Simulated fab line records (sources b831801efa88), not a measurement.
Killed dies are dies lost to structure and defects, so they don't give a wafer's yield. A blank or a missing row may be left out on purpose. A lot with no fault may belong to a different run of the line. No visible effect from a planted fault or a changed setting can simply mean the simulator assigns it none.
Which tool is to blame? | flow sky130 | at 1 step of a route of 708, 15 lots with 45 wafers sampled

== WHAT THE GAUGES READ, wafer by wafer ==
SKY_FIELD_ISO_BOW_MEAS_00.
lot  | measured    | on            | INCOMING_BOW (um)
L572 | day 1 10:00 | film-metro-03 | 2 4 -3
L573 | day 1 15:01 | film-metro-01 | 9 -2 10
L574 | day 1 20:00 | film-metro-03 | 7 -10 -12
L575 | day 2 01:01 | film-metro-04 | 3 8 -1
L577 | day 2 11:01 | film-metro-04 | 0 -5 9
L579 | day 2 21:00 | film-metro-04 | 9 2 8
L580 | day 3 02:01 | film-metro-04 | 1 8 5
L581 | day 3 07:01 | film-metro-03 | -5 4 17
L582 | day 3 12:01 | film-metro-03 | -1 -1 5
L590 | day 5 04:00 | film-metro-03 | 5 -2 -3
L591 | day 5 09:04 | film-metro-01 | 3 3 -5
L592 | day 5 14:01 | film-metro-01 | -1 4 4
L593 | day 5 19:02 | film-metro-03 | 7 2 -5
L594 | day 6 00:04 | film-metro-01 | -6 5 -1
L595 | day 6 05:02 | film-metro-04 | 0 -1 1

== EACH LOT AND THE TOOL THAT RAN IT (in order: tool; ch and the chambers of the sampled wafers; start) ==
The record holds no process step before these readings.

== AS READ BY THE TOOLS THEMSELVES (means over the sampled wafers that have a number; for cases with no such wafer, the mark the record gives instead) ==
The record holds no such reading with a usual standard deviation.

== THE ANSWER, worked out from the rows above alone ==
Rule: the lots themselves supply what counts as usual. Put in order of their means at a reading, lots are off if they are a third of the lots or fewer, leave a main group of 4 or more, and stand apart from it by a gap of 3 or more times the standard deviation of the main group's means; of several such gaps the widest counts. Not used: any main group whose means are identical at the precision the tables above print for the reading. Also off: a lot with no number at a reading for which 4 or more lots have one. The other lots that the step has rows for count as sound. First the gauges in route order, then the tools' own readings, where a lot's mean is used as printed above. The first step at which some lot is off is used, and at that step the reading that is off furthest; a lot without a number counts as furthest.
Across all readings shown, no lot is off: no conclusion can be drawn from this.

== WHAT THE SIMULATOR HAD PUT IN ==
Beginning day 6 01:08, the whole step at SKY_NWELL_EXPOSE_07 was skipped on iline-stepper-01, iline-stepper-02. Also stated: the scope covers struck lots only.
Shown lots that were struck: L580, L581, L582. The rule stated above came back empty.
